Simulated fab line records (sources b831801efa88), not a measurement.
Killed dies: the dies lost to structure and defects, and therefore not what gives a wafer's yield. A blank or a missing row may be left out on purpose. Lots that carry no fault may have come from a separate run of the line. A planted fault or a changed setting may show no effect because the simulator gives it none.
fab line records | flow sky130
[record] lots = 6 wafers = 18 lastDay = 50
route steps=708 shown GATE_OXIDE@191 POLY_GATE@204 PAD_OPEN@708
lots with no fault: from the same line, run without faults
startH: the number of hours between the record's first day and the start of the first shown wafer of the lot | waitH: hours since the lot's step before | " the same as in the row above | L1.1+2: several wafers, shown together as one row | - either no value or no given start | * or withheld: withheld | < > ~ a bound
route shown NAME@n: a module of which the file shows steps, and the number in the route of the first | usual: the fault-free wafers' mean and standard deviation | same: alike in all rows | chamber/n: place in a boat | sites: each site's reading | _std_site: how widely they spread, as a standard deviation | _edge_site: inner sites' mean taken away from outer sites' mean | radiusMm: how far each site lies from the wafer's centre | mask NAME#n: copy n | behind: the last tool/chamber to shape the wafer | hold: what put the lot on hold/how long, in hours/how the hold closed | device: the transistor (n, p or np) that didn't switch | end of line: the tests these same wafers got at the end of their route | where a step has no rows: the recipe by itself | killed: not the wafer's yield, but the dies lost to structure and defects at the first sort | map: a wafer's dies, x killed, . not, _ none there
set.NAME: the setting the step ran with; set.NAME@STEP: the setting that earlier step ran with | model.NAME: the simulator's own value behind a step, which no gauge read
certain route steps with their lots: each step a table, each wafer a row
services: when a tool's chamber went out of use (startH, in hours from the record's first day, below 0 if earlier), for how many hours, and the reason
[[steps]]
[step SKY_GATE_OXIDE_HMDS_04]
[recipe] primeTimeS = 60 primeTempC = 120
[step SKY_GATE_OXIDE_COAT_05]
[recipe] resist = NOVOLAK spinRpm = 3000 resistThkNm = 1140
[step SKY_GATE_OXIDE_SOFTBAKE_06]
[recipe] tempC = 90 timeS = 60 resist = NOVOLAK
[step SKY_GATE_OXIDE_EXPOSE_07]
[recipe] maskId = LVOM na = 0.6 sourceShape = conventional sigmaOuter = 0.6 polarization = unpolarized targetCdNm = 600 doseMj = 170
[step SKY_GATE_OXIDE_PEB_08]
[recipe] tempC = withheld timeS = * resist = NOVOLAK
[step SKY_GATE_OXIDE_DEVELOP_09]
[recipe] resist = NOVOLAK developer = TMAH developTimeS = 60 devTempC = 23
[step SKY_GATE_OXIDE_OVL_MEAS_10]
[usual] GATE_OXIDE_OVL = -0.5/1.4
// columns lot.wafer tool chamber startH waitH GATE_OXIDE_OVL[nm]
L756.1 overlay-02 - 388.11 0.1 -1.5
L756.4 " - " " -1.3
L756.5 " - " " -1.0
L757.2 overlay-02 - 399.33 0.1 -1.7
L757.5 " - " " -1.3
L757.6 " - " " -1.8
L758.1 overlay-02 - 411.36 0.1 1.3
L758.4 " - " " 1.6
L758.6 " - " " -1.3
L767.1 overlay-01 - 488.11 0.1 0.0
L767.2 " - " " -0.5
L767.4 " - " " -1.1
L768.1 overlay-02 - 498.77 0.1 1.7
L768.2 " - " " -0.9
L768.6 " - " " 0.5
L769.1 overlay-01 - 503.17 0.1 -0.1
L769.5 " - " " 0.6
L769.6 " - " " 0.5
[step SKY_GATE_OXIDE_IMPLANT_11]
[recipe] species = B energyKev = 10 doseCm2 = 2.6e+12 tiltDeg = withheld
[step SKY_GATE_OXIDE_WET_ETCH_12]
[recipe] chemistry = dHF targetDepthNm = 16.8 dry = n2Spin target = SiO2 dilution = 100:1 tempC = 25 timeS = 336
[step SKY_GATE_OXIDE_STRIP_13]
[recipe] chemistry = O2/N2 powerW = 1400 pressureMtorr = 1500 platenTempC = withheld o2FlowSccm = 3000 n2FlowSccm = 300 overashFraction = 0.5
[usual] chamberPressureMTorr = 1500.0/1.4 drypumpMotorCurrentA = 5.5/0.46 o2FlowSccm = 3000/9.2 oesProductAu = 0.715/0.0045 stripTimeToEndpointS = 14.15/0.044
// columns lot.wafer tool chamber startH waitH chamberPressureMTorr drypumpMotorCurrentA o2FlowSccm oesProductAu rfHoursCounterH stripTimeToEndpointS
L756.1 plasmaAsher-02 1 388.40 0.0 1497.3 5.1 2998 0.711 66 14.17
L756.4 " 1 " " 1499.0 5.1 2997 0.716 - 14.20
L756.5 " 0 " " 1498.7 5.8 2990 0.713 - 14.17
L757.2 plasmaAsher-01 1 399.61 0.0 1500.4 4.9 2998 0.721 28 14.12
L757.5 " 1 " " 1503.1 4.9 3005 0.703 - 14.09
L757.6 " 0 " " 1499.6 5.8 3013 0.714 - 14.13
L758.1 plasmaAsher-01 0 411.65 0.0 1497.0 5.8 3015 0.713 29 14.19
L758.4 " 1 " " 1500.3 4.9 2989 0.724 - 14.17
L758.6 " 0 " " 1498.3 5.8 3000 0.718 - 14.22
L767.1 plasmaAsher-02 0 488.50 0.0 1499.2 5.8 3013 0.709 7 14.08
L767.2 " 1 " " 1500.5 5.1 3000 0.718 7 14.10
L767.4 " 0 " " 1497.3 5.9 3009 0.716 - 14.11
L768.1 plasmaAsher-04 1 499.06 0.0 1499.6 6.3 3010 0.713 64 14.08
L768.2 " 0 " " 1498.8 5.8 2999 0.712 64 14.05
L768.6 " 1 " " 1502.9 6.4 3010 0.714 - 14.09
L769.1 plasmaAsher-04 1 503.46 0.0 1500.0 6.4 3000 0.714 64 14.24
L769.5 " 0 " " 1501.7 5.8 2979 0.722 - 14.17
L769.6 " 1 " " 1498.6 6.4 2994 0.715 - 14.20
[step SKY_GATE_OXIDE_TW_MEAS_14]
[usual] GATE_OXIDE_TW = 224.9/1.1
// columns lot.wafer tool chamber startH waitH GATE_OXIDE_TW
L756.1 filmMetro-03 - 388.50 0.1 223.2
L756.4 " - " " 223.8
L756.5 " - " " 225.1
L757.2 filmMetro-03 - 399.72 0.1 223.9
L757.5 " - " " 223.8
L757.6 " - " " 224.3
L758.1 filmMetro-01 - 411.75 0.1 226.4
L758.4 " - " " 225.6
L758.6 " - " " 226.2
L767.1 filmMetro-03 - 488.60 0.1 225.8
L767.2 " - " " 225.4
L767.4 " - " " 225.4
L768.1 filmMetro-01 - 499.16 0.1 225.4
L768.2 " - " " 226.1
L768.6 " - " " 226.3
L769.1 filmMetro-04 - 503.56 0.1 226.6
L769.5 " - " " 225.2
L769.6 " - " " 225.3
[step SKY_GATE_OXIDE_CLEAN_15]
[recipe] chemistry = SC1/SC2 mix = 1:4:20 tempC = 70 timeS = 150 dry = n2Spin
[step SKY_GATE_OXIDE_OXIDATION_16]
[recipe] tempC = 800 ambient = O2 idleTempC = 700 rampUpCPerMin = 10 rampDownCPerMin = 3 stabiliseS = 600 purgeS = 300 targetThkA = 35.7 oxTimeS = 1915
[usual] oxTempCMax = 805.9/1.1
// columns lot.wafer tool chamber startH waitH oxTempCMax model.SiO2_of_GATE_OXIDE_OXIDATION_01.thkNm
L756.1 furnace-01 0 388.61 0.0 806.5 13.06
L756.4 " 0 " " 806.0 13.18
L756.5 " 0 " " 806.2 13.15
L757.2 furnace-01 0 400.49 0.7 806.2 13.08
L757.5 " 0 " " 807.1 12.91
L757.6 " 0 " " 807.9 13.09
L758.1 furnace-02 0 412.84 1.0 805.2 11.3
L758.4 " 0 " " 806.5 11.51
L758.6 " 0 " " 806.2 11.48
L767.1 furnace-01 0 488.72 0.0 805.3 12.02
L767.2 " 0 " " 804.1 12.04
L767.4 " 0 " " 805.1 12.01
L768.1 furnace-02 0 499.27 0.0 805.7 11.82
L768.2 " 0 " " 805.8 11.87
L768.6 " 0 " " 804.7 11.81
L769.1 furnace-02 0 503.67 0.0 805.6 12.03
L769.5 " 0 " " 805.4 11.95
L769.6 " 0 " " 806.7 11.84
[step SKY_POLY_GATE_CVD_00]
[recipe] material = poly-Si targetThkNm = 180 tempC = 620 timeS = 720 pressureMtorr = 200
[step SKY_PAD_OPEN_PROBE_99]
[usual] killed_at_M0_to_M3 = 43/7 killed_at_M4_up = 3.0/1.9 killedAtContacts = 24/4.6 killedAtFrontEnd = 15/4.1 killedAtOther = 0.3/0.52 killedDies = 84/9.7 killedOnRim = 16/3.6 killedOpen = 46/6.9 killedShort = 38/6.8
[same] grossDies = 492 killedAtBackSide = 0
// columns lot.wafer tool chamber startH waitH killed_at_M0_to_M3 killed_at_M4_up killedAtContacts killedAtFrontEnd killedAtOther killedDies killedOnRim killedOpen killedShort model.etest.nfet_16v.rOnOhmUm model.etest.pfet_01v8.rOnOhmUm model.etest.tipSonos.rsOhmSq model.etest.nfet_01v8.rOnOhmUm model.etest.pfetG5v0d10v5.rOnOhmUm model.etest.tipP.rsOhmSq model.etest.nfet_01v8_lvt.driveUaUm model.etest.nfet_01v8_turned.driveUaUm
L756.1 prober-01 - 1133.78 0.1 48 1 25 11 0 85 15 50 35 1.468e+04 3506 3044 1156 4959 7152 380 314.6
L756.4 prober-01 - 1133.93 0.2 25 3 25 10 0 63 12 38 25 1.494e+04 3559 3057 1171 5063 7190 377.5 317.9
L756.5 prober-01 - 1133.98 0.2 46 8 27 13 0 94 17 47 47 1.48e+04 3444 3079 1122 4954 7207 389.8 320.1
L757.2 prober-01 - 1138.93 0.1 43 2 20 12 0 77 14 43 34 1.478e+04 3600 3201 1149 5035 7263 388.1 323.2
L757.5 prober-01 - 1139.08 0.2 51 4 27 13 0 95 18 50 42 1.478e+04 3622 3162 1168 5010 7159 380.3 319.8
L757.6 prober-01 - 1139.13 0.2 46 4 20 8 1 79 19 44 35 1.495e+04 3536 3200 1125 4966 7221 395.8 331.3
L758.1 prober-02 - 1145.68 0.1 43 2 26 13 2 86 16 40 44 1.386e+04 2866 2619 814.3 4652 6849 582.8 514.5
L758.4 prober-02 - 1145.83 0.2 50 5 28 20 2 105 19 50 51 1.403e+04 2948 2661 828 4755 6885 572.3 501.5
L758.6 prober-02 - 1145.93 0.2 43 1 24 19 1 88 13 53 34 1.394e+04 2986 2651 854.7 4762 6884 571.5 497.7
L767.1 prober-01 - 1188.53 0.1 39 2 30 10 0 81 15 35 46 1.439e+04 2972 2807 861.5 4875 6951 555.1 486.6
L767.2 prober-01 - 1188.58 0.1 44 5 17 12 1 79 18 47 31 1.436e+04 3063 2871 851.3 4976 6908 563.4 494.6
L767.4 prober-01 - 1188.68 0.2 41 1 17 11 1 71 14 38 33 1.44e+04 2996 2867 836.4 4917 7018 572.2 503.7
L768.1 prober-02 - 1194.58 0.1 43 3 22 20 0 88 16 44 44 1.45e+04 2878 2861 823.7 4757 6927 575.6 506.2
L768.2 prober-02 - 1194.63 0.1 42 0 27 21 0 90 14 46 44 1.447e+04 2863 2876 818.4 4705 6905 579.7 506.9
L768.6 prober-02 - 1194.83 0.2 52 1 25 16 1 95 20 43 52 1.421e+04 2738 2844 788.3 4580 6924 594.4 515.1
L769.1 prober-01 - 1197.08 0.1 56 5 16 11 0 88 18 38 50 1.437e+04 2914 2828 849.7 4812 6965 564.8 500.4
L769.5 prober-01 - 1197.28 0.2 54 2 25 21 1 103 17 61 42 1.454e+04 2970 2802 847.8 4840 6944 564.8 492.2
L769.6 prober-01 - 1197.33 0.2 41 8 22 24 0 95 18 38 57 1.44e+04 2959 2744 828.7 4820 6893 577.1 508.4
// killed by level:class
L756.1 VIA1:geometricParticle:open=12 LI_CONTACT:geometricParticle:open=10 METAL2:geometricParticle:short=8 VIA2:geometricParticle:open=7 CONTACT:geometricParticle:open=6 LOCAL_INTERCONNECT:geometricParticle:short=4 METAL1:geometricParticle:short=4 VIA3:geometricParticle:short=4
L756.4 CONTACT:geometricParticle:open=10 VIA1:geometricParticle:open=8 VIA3:geometricParticle:open=7 FIELD_ISO:geometricParticle:short=4 LI_CONTACT:geometricParticle:short=4 LI_CONTACT:geometricParticle:open=4 CONTACT:geometricParticle:short=4 VIA1:geometricParticle:short=3
L756.5 CONTACT:geometricParticle:open=9 VIA1:geometricParticle:open=9 VIA3:geometricParticle:open=9 CONTACT:geometricParticle:short=8 METAL2:geometricParticle:short=6 METAL3:geometricParticle:short=6 METAL4:geometricParticle:short=5 LI_CONTACT:geometricParticle:open=4
L757.2 VIA2:geometricParticle:open=8 CONTACT:geometricParticle:open=7 VIA3:geometricParticle:open=7 METAL2:geometricParticle:short=6 LI_CONTACT:geometricParticle:open=5 VIA1:geometricParticle:open=5 FIELD_ISO:geometricParticle:short=4 LI_CONTACT:geometricParticle:short=4
L757.5 VIA1:geometricParticle:open=10 CONTACT:geometricParticle:open=9 VIA3:geometricParticle:open=8 METAL1:geometricParticle:short=7 LI_CONTACT:geometricParticle:open=7 LOCAL_INTERCONNECT:geometricParticle:short=6 METAL2:geometricParticle:short=6 VIA2:geometricParticle:short=5
L757.6 VIA1:geometricParticle:open=10 VIA2:geometricParticle:open=9 VIA3:geometricParticle:open=7 LI_CONTACT:geometricParticle:open=6 LI_CONTACT:geometricParticle:short=4 METAL1:geometricParticle:open=4 LOCAL_INTERCONNECT:geometricParticle:short=4 CONTACT:geometricParticle:open=4
L758.1 VIA2:geometricParticle:open=8 LI_CONTACT:geometricParticle:open=7 VIA1:geometricParticle:short=7 VIA1:geometricParticle:open=7 CONTACT:geometricParticle:open=6 METAL2:geometricParticle:short=6 POLY_GATE:geometricParticle:short=5 LOCAL_INTERCONNECT:geometricParticle:short=4
L758.4 VIA1:geometricParticle:open=12 LOCAL_INTERCONNECT:geometricParticle:short=9 METAL1:geometricParticle:short=9 VIA3:geometricParticle:open=8 CONTACT:geometricParticle:open=6 POLY_GATE:geometricParticle:short=5 VIA2:geometricParticle:open=5 METAL2:geometricParticle:short=5
L758.6 CONTACT:geometricParticle:open=10 VIA1:geometricParticle:open=10 FIELD_ISO:geometricParticle:open=8 METAL2:geometricParticle:short=6 LI_CONTACT:geometricParticle:open=5 LOCAL_INTERCONNECT:geometricParticle:short=5 VIA2:geometricParticle:open=5 VIA3:geometricParticle:open=5
L767.1 CONTACT:geometricParticle:open=9 LI_CONTACT:geometricParticle:short=8 METAL2:geometricParticle:short=8 METAL1:geometricParticle:short=7 LOCAL_INTERCONNECT:geometricParticle:short=7 LI_CONTACT:geometricParticle:open=6 VIA1:geometricParticle:open=6 VIA2:geometricParticle:open=5
L767.2 VIA2:geometricParticle:open=10 VIA1:geometricParticle:open=9 CONTACT:geometricParticle:open=8 VIA3:geometricParticle:open=6 FIELD_ISO:geometricParticle:short=4 VIA2:geometricParticle:short=4 METAL1:geometricParticle:short=4 FIELD_ISO:geometricParticle:open=3
L767.4 VIA1:geometricParticle:open=9 METAL2:geometricParticle:short=9 LI_CONTACT:geometricParticle:open=7 CONTACT:geometricParticle:short=5 VIA3:geometricParticle:open=5 FIELD_ISO:geometricParticle:open=4 METAL1:geometricParticle:short=4 VIA2:geometricParticle:open=4
L768.1 VIA1:geometricParticle:open=8 VIA2:geometricParticle:open=7 CONTACT:geometricParticle:open=7 LI_CONTACT:geometricParticle:open=6 CONTACT:geometricParticle:short=6 METAL3:geometricParticle:short=6 METAL1:geometricParticle:short=5 VIA2:geometricParticle:short=5
L768.2 CONTACT:geometricParticle:short=8 VIA3:geometricParticle:open=8 CONTACT:geometricParticle:open=7 VIA2:geometricParticle:open=7 FIELD_ISO:geometricParticle:short=6 LI_CONTACT:geometricParticle:open=6 LOCAL_INTERCONNECT:geometricParticle:short=6 METAL1:geometricParticle:short=6
L768.6 LI_CONTACT:geometricParticle:open=8 VIA2:geometricParticle:open=8 VIA3:geometricParticle:open=8 VIA1:geometricParticle:short=7 METAL1:geometricParticle:short=7 POLY_GATE:geometricParticle:short=6 CONTACT:geometricParticle:open=6 METAL2:geometricParticle:short=6
L769.1 METAL2:geometricParticle:short=11 VIA1:geometricParticle:short=10 VIA2:geometricParticle:open=10 VIA1:geometricParticle:open=8 CONTACT:geometricParticle:open=5 FIELD_ISO:geometricParticle:short=4 LOCAL_INTERCONNECT:geometricParticle:short=4 VIA2:geometricParticle:short=4
L769.5 CONTACT:geometricParticle:open=11 VIA1:geometricParticle:open=11 VIA3:geometricParticle:open=10 METAL2:geometricParticle:short=8 LI_CONTACT:geometricParticle:open=6 VIA1:geometricParticle:short=6 METAL1:geometricParticle:short=6 POLY_GATE:geometricParticle:open=5
L769.6 METAL1:geometricParticle:short=8 FIELD_ISO:geometricParticle:short=7 POLY_GATE:geometricParticle:short=7 METAL4:geometricParticle:short=7 METAL2:geometricParticle:short=6 CONTACT:geometricParticle:open=6 VIA1:geometricParticle:short=6 VIA1:geometricParticle:open=6
[[services]]
// columns tool chamber startH hours kind
plasmaAsher-04 - 405.11 67.0 repair
plasmaAsher-02 - 421.25 9.0 pm
plasmaAsher-02 0 421.25 9.0 ventCycle
plasmaAsher-02 1 421.25 9.0 ventCycle
plasmaAsher-02 0 430.25 - clean
plasmaAsher-02 1 430.25 - clean
furnace-02 - 441.94 3.1 pm
furnace-02 - 445.08 3.8 pm
plasmaAsher-04 - 461.91 2.1 repair
plasmaAsher-02 - 496.16 26.5 repair
[[key]]
firstSign none at tools or gauges
[modelEffect] step = SKY_GATE_OXIDE_OXIDATION_16 value = SiO2_of_GATE_OXIDE_OXIDATION_01.thkNm without = 11.65 struck = 13.08
[modelEffect] step = SKY_PAD_OPEN_PROBE_99 value = etest.nfet_16v.rOnOhmUm without = 1.408e+04 struck = 1.482e+04
metAt SKY_GATE_OXIDE_OXIDATION_16
struckWafers L756.1,L756.4,L756.5,L757.2,L757.5,L757.6
testerLeftOut L756,L757
[fault] kind = processParameterDrift tool = furnace-01 chamber = - onsetH = 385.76 steps = SKY_GATE_OXIDE_OXIDATION_16 channel = oxTimeS offset = * shape = step endH = 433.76 actsIn = * stated = *
// testerLeftOut: of these lots the tester's yield and bins aren't shown, on N5 and GAA mostly nor the transistor test; their killed dies are dies lost to structure and defects alone, not to doping, threshold or leakage, so they don't give the yield
